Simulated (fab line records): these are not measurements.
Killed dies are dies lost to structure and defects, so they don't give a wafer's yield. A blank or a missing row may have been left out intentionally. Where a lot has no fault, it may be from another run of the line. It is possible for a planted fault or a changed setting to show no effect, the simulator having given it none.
Split-lot study ; flow sky130 ; 23 wafers read from 5 lots, route of 708 steps

## ON THE SPLIT
At SKY_LDD_HVN_COAT_02 (resist thk 300 nm), the setting resistThkNm was moved away from the recipe's 300 nm on 4 of the 23 wafers read, by +2.8% to +4.7%. All remaining wafers had this setting at the recipe value.

The reading is taken at the split's own step.

## THE READING
NOVOLAK_of_LDD_HVN_COAT_02.thkNm (the simulator's own value, which no gauge read), in nm, at SKY_LDD_HVN_COAT_02 (resist thk 300 nm). There is no usual value for it anywhere in the file. The 19 wafers here that ran the recipe average 300.1 nm, standard deviation 1 nm.

wafer;tool, chamber at the split;resistThkNm as run, nm;against the recipe;NOVOLAK_of_LDD_HVN_COAT_02.thkNm, nm;against lot-mates on the recipe
L074.1;lithoTrack-02, 0;300;recipe;300;-
L074.2;lithoTrack-02, 0;300;recipe;299.6;-
L074.4;lithoTrack-02, 0;300;recipe;299.9;-
L074.5;lithoTrack-02, 0;300;recipe;299.5;-
L074.6;lithoTrack-02, 0;300;recipe;300.2;-
L076.1;lithoTrack-03, 0;308.3;+2.8%;307.4;+8.1
L076.2;lithoTrack-03, 0;300;recipe;299.6;-
L076.3;lithoTrack-03, 0;300;recipe;299.9;-
L076.4;lithoTrack-03, 0;300;recipe;298.4;-
L076.5;lithoTrack-03, 0;308.3;+2.8%;307;+7.7
L083.1;lithoTrack-02, 0;300;recipe;301.1;-
L083.2;lithoTrack-02, 0;300;recipe;301.3;-
L083.3;lithoTrack-02, 0;300;recipe;300.5;-
L083.4;lithoTrack-02, 0;300;recipe;300.8;-
L083.6;lithoTrack-02, 0;300;recipe;300.2;-
L080.1;lithoTrack-03, 0;300;recipe;300.9;-
L080.2;lithoTrack-03, 0;300;recipe;301.7;-
L080.3;lithoTrack-03, 0;300;recipe;301.9;-
L085.1;lithoTrack-01, 0;300;recipe;298.8;-
L085.2;lithoTrack-01, 0;300;recipe;298.2;-
L085.3;lithoTrack-01, 0;314.2;+4.7%;312.4;+13.6
L085.4;lithoTrack-01, 0;300;recipe;299.3;-
L085.5;lithoTrack-01, 0;314.2;+4.7%;312.6;+13.8

FIT RESULTS
A straight line over all 23 wafers: NOVOLAK_of_LDD_HVN_COAT_02.thkNm changes by +2.61 nm for each +1% of resistThkNm; r = +0.97; the points scatter about the line by 0.96 nm.
The same after taking each lot's own level away (the mean of its wafers on the recipe; 23 wafers): +2.89 nm for each +1%; r = +1.00; scatter 0.42 nm.
Per that fit: largest resistThkNm move, reading shift of 14 nm.
The lots' own levels span 298.77 to 301.50 nm, that is 2.7 times the standard deviation above.
The two slopes are in agreement: the lot-to-lot level therefore moves the slope only a little.
Check: with one of the wafers moved furthest among these (+4.7%) left out of the fit, the line predicts +13.7 nm for it against its lot-mates. Against them it came out at +13.6 nm.

## THE WHOLE CHAIN: every reading that the file lists as answering this split, in the file's order
step;what it does;reading;change (the file's fit);r (the file's)
SKY_LDD_HVN_COAT_02;resist thk 300 nm;NOVOLAK_of_LDD_HVN_COAT_02.thkNm (the simulator's own value, which no gauge read);+2.89 nm for each +1% of the setting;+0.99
SKY_LDD_HVN_STRIP_09;strips in O2/N2;stripTimeToEndpointS;withheld for each +1% of the setting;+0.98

## THE FILE'S OWN FIT
NOVOLAK_of_LDD_HVN_COAT_02.thkNm changes by +2.89 nm for each +1% of resistThkNm, r = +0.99.
